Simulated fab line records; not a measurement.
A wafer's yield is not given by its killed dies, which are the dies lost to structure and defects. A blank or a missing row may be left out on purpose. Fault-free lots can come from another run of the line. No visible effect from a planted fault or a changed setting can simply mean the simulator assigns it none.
A struck lot beside a sound one -- flow sky130 -- 15 steps out of a route of 708
Sound: these wafers, L134.2, L134.4, L134.5. Struck: wafers L153.2, L153.6 (left out: L153.3, a lot-mate that was not struck); the cause follows at the end.
Order at every step that has rows: each side's tool, ch and its chambers, its first start. Under that, the readings that differ: sound wafers -- struck wafers -- difference of the means -- sigmas: that difference in standard deviations of wafers without a fault.
alike: words and numbers the same on both sides, and readings whose means are apart by under 2 such deviations; not compared: readings that were withheld, readings missing a value for some wafer, numbers with overlapping values and no deviation given by the record, and bounds like >300 which may hide the same value.
Wherever a step has rows on one side only, a row that says differs or no value, or a row with sigmas, the two part there. Numbers that don't overlap but have no deviation are shown without sigmas and don't part them. A reading that every wafer of one side lacks parts them only if that side has two wafers or more.

first, 8 steps without rows for these wafers: SKY_METAL1_DEHYDRATE_07 (time 60 s); SKY_METAL1_HMDS_08 (prime time 60 s); SKY_METAL1_COAT_09 (resist thk 60 nm); SKY_METAL1_COAT_10 (resist thk 450 nm); SKY_METAL1_SOFTBAKE_11 (time 90 s); SKY_METAL1_EXPOSE_12 (exposes mask MM1, target cd 140 nm); SKY_METAL1_PEB_13; SKY_METAL1_DEVELOP_14 (develop time 60 s).
SKY_METAL1_CD_MEAS_15: target cd 140 nm.
  sound on cd sem-01 at day 34 00:04; struck on cd sem-01 at day 40 02:45
reading,sound,struck,difference,sigmas
cd nm (nm),137.8 138.4 138.4,143.1 142.7,+4.7,+3
SKY_METAL1_OVL_MEAS_16:
  sound on overlay-02 at day 34 00:11; struck on overlay-01 at day 40 02:51
  alike: METAL1_OVL
SKY_METAL1_DESCUM_17: chemistry O2, time 8 s.
  sound on rie metal-02 ch 0,1, day 34 00:13; struck on rie metal-03 ch 0, day 40 02:53
reading,sound,struck,difference,sigmas
oes product au (a.u.),1.002 1.000 0.996,1.022 1.026,+0.025,+2
  alike: drypump motor current A, he backside leak sccm
  not compared: rf hours counter h
SKY_METAL1_ETCH_18: etches BARC in N2/H2, stops on SiO2, time 45.9 s, target depth 60 nm.
  sound on rie metal-02 ch 0,1, day 34 00:14; struck on rie metal-03 ch 0, day 40 02:55
  alike: drypump motor current A, he backside leak sccm, oes product au, throttle valve pct
  not compared: rf hours counter h
SKY_METAL1_METAL_ETCH_19: etches the open film in Cl2/BCl3, stops on SiO2, target depth 360 nm, time 78 s.
  sound on rie metal-02 ch 0,1, day 34 00:18; struck on rie metal-03 ch 0, day 40 02:59
reading,sound,struck,difference,sigmas
over etch frac,0.3 0.3 0.3,0.28069 0.28069,-0.01931,
  alike: drypump motor current A, he backside leak sccm, mfc cl2 sccm, oes product au, throttle valve pct
  not compared: rf hours counter h
SKY_METAL1_STRIP_20: strips in O2/N2.
  sound on plasma asher-04 ch 0,1, day 34 00:23; struck on plasma asher-04 ch 0, day 40 03:04
reading,sound,struck,difference,sigmas
strip time to endpoint s (s),2.67 2.70 2.71,2.61 2.60,-0.09,-2
  alike: drypump motor current A, oes product au
  not compared: rf hours counter h
SKY_PAD_OPEN_PROBE_99:
  rows exist in the record for the sound wafers here (prober-02, day 46 18:17), none for the struck ones

WHERE THEY PART
Earliest at SKY_METAL1_CD_MEAS_15; latest, in this record, at SKY_PAD_OPEN_PROBE_99.

WHY: what the simulator had put in
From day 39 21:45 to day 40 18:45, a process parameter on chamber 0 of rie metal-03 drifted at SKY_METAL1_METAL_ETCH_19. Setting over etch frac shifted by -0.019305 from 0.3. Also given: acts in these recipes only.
